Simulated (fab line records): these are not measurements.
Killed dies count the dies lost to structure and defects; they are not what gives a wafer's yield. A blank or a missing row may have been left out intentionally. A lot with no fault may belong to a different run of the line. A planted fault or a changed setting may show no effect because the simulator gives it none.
Which tool is to blame?    flow sky130    6 lots (18 wafers sampled), 1 step of a 708-step route

## WHAT THE GAUGES SHOWED, per wafer
SKY_GATE_OXIDE_OVL_MEAS_10.
lot   measured      on          GATE_OXIDE_OVL (nm)
L411  day 14 06:07  overlay-01  1.1 0.9 0.1
L416  day 15 22:49  overlay-02  0.5 -2.7 -1.4
L425  day 19 00:00  overlay-01  0.3 -0.5 -0.3
L429  day 20 10:18  overlay-01  -1.4 -0.6 -1.0
L430  day 20 18:31  overlay-02  1.2 2.6 -0.5
L432  day 21 17:10  overlay-01  -1.9 -1.7 -3.7

## TOOL THAT RAN EACH LOT (tool first, then ch and the chambers of the sampled wafers, then the start)
No process step before these readings appears in the record.

## THE ANSWER, worked out from the rows above alone
Rule: what is usual is taken from the lots themselves. Put in order of their means at a reading, lots are off if they are a third of the lots or fewer, leave a main group of 4 or more, and stand apart from it by a gap of 3 or more times the standard deviation of the main group's means; of several such gaps the widest counts. Not used: any main group whose means are identical at the precision the tables above print for the reading. Also off: a lot with no number at a reading for which 4 or more lots have one. The other lots that the step has rows for count as sound.
No lot is off at any reading shown: from this, nothing can be told.

## WHAT THE SIMULATOR PUT IN
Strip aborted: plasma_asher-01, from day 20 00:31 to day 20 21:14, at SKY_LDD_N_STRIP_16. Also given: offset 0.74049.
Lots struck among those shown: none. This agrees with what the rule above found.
